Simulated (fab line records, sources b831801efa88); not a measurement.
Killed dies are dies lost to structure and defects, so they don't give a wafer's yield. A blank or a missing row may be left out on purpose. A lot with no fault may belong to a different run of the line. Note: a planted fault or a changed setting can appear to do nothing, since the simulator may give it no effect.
Chamber matching / flow sky130 / 4 sister chambers for SKY_POLY_GATE_ETCH_17 on rieSi-02
The step etches poly-Si in HBr/Cl2, stops on SiO2, target depth 180 nm, time 70.5 s. 14 wafers are shown with their chamber, then 7 later ones without.

WAFERS WITH THEIR CHAMBER
wafer=L969.3; chamber=1; drypumpMotorCurrentA (A)=5.8; oesProductAu (a.u.)=0.985; throttleValvePct (%)=33.692
wafer=L969.4; chamber=3; drypumpMotorCurrentA (A)=4.7; oesProductAu (a.u.)=0.975; throttleValvePct (%)=33.686
wafer=L969.6; chamber=0; drypumpMotorCurrentA (A)=6.0; oesProductAu (a.u.)=0.987; throttleValvePct (%)=33.682
wafer=L977.1; chamber=0; drypumpMotorCurrentA (A)=6.0; oesProductAu (a.u.)=0.979; throttleValvePct (%)=33.675
wafer=L977.4; chamber=1; drypumpMotorCurrentA (A)=5.8; oesProductAu (a.u.)=0.991; throttleValvePct (%)=33.677
wafer=L977.5; chamber=1; drypumpMotorCurrentA (A)=5.8; oesProductAu (a.u.)=0.988; throttleValvePct (%)=33.686
wafer=L980.1; chamber=0; drypumpMotorCurrentA (A)=6.0; oesProductAu (a.u.)=0.990; throttleValvePct (%)=33.674
wafer=L980.4; chamber=3; drypumpMotorCurrentA (A)=4.7; oesProductAu (a.u.)=0.983; throttleValvePct (%)=33.697
wafer=L980.6; chamber=0; drypumpMotorCurrentA (A)=6.0; oesProductAu (a.u.)=0.996; throttleValvePct (%)=33.689
wafer=L983.2; chamber=2; drypumpMotorCurrentA (A)=6.4; oesProductAu (a.u.)=0.995; throttleValvePct (%)=33.688
wafer=L983.3; chamber=1; drypumpMotorCurrentA (A)=5.8; oesProductAu (a.u.)=0.981; throttleValvePct (%)=33.681
wafer=L983.4; chamber=0; drypumpMotorCurrentA (A)=5.9; oesProductAu (a.u.)=1.000; throttleValvePct (%)=33.678
wafer=L984.1; chamber=3; drypumpMotorCurrentA (A)=4.7; oesProductAu (a.u.)=0.992; throttleValvePct (%)=33.681
wafer=L984.3; chamber=1; drypumpMotorCurrentA (A)=5.8; oesProductAu (a.u.)=0.997; throttleValvePct (%)=33.685

SIGNATURES (means of the wafers above)
reading=drypumpMotorCurrentA; chamber 0=5.980; chamber 1=5.800; chamber 2=6.400; chamber 3=4.700; scatter within a chamber=0.0283
reading=oesProductAu; chamber 0=0.99040; chamber 1=0.98840; chamber 2=0.99500; chamber 3=0.98333; scatter within a chamber=0.00746
reading=throttleValvePct; chamber 0=33.67960; chamber 1=33.68420; chamber 2=33.68800; chamber 3=33.68800; scatter within a chamber=0.0064
Rule: for each reading, subtract the chamber's mean from the wafer's reading, divide by that reading's scatter and square the result; add these up over the readings and take the root, which gives the wafer's distance from the chamber. If the next closest chamber is less than 2 further off than the closest, the wafer can't be placed; otherwise it belongs to the closest. The scatter is the square root of a quotient: the sum, over the shown wafers, of each reading's squared deviation from its chamber's mean, divided by wafers minus chambers.

WAFERS WITHOUT THEIR CHAMBER
wafer=L984.6; drypumpMotorCurrentA (A)=4.7; oesProductAu (a.u.)=0.982; throttleValvePct (%)=33.694
wafer=L989.2; drypumpMotorCurrentA (A)=6.0; oesProductAu (a.u.)=0.989; throttleValvePct (%)=33.688
wafer=L989.4; drypumpMotorCurrentA (A)=4.7; oesProductAu (a.u.)=0.989; throttleValvePct (%)=33.678
wafer=L989.6; drypumpMotorCurrentA (A)=5.8; oesProductAu (a.u.)=0.986; throttleValvePct (%)=33.693
wafer=L992.1; drypumpMotorCurrentA (A)=5.8; oesProductAu (a.u.)=0.975; throttleValvePct (%)=33.677
wafer=L992.4; drypumpMotorCurrentA (A)=6.0; oesProductAu (a.u.)=0.977; throttleValvePct (%)=33.694
wafer=L992.5; drypumpMotorCurrentA (A)=4.7; oesProductAu (a.u.)=0.969; throttleValvePct (%)=33.696

WHICH CHAMBER EACH WENT THROUGH
wafer=L984.6; from the rows above=3; in truth=3
wafer=L989.2; from the rows above=0; in truth=0
wafer=L989.4; from the rows above=3; in truth=3
wafer=L989.6; from the rows above=1; in truth=1
wafer=L992.1; from the rows above=1; in truth=1
wafer=L992.4; from the rows above=0; in truth=0
wafer=L992.5; from the rows above=3; in truth=3
Placed correctly: 7 of 7. Number that these rows cannot place: 0. 0 placed wrongly.
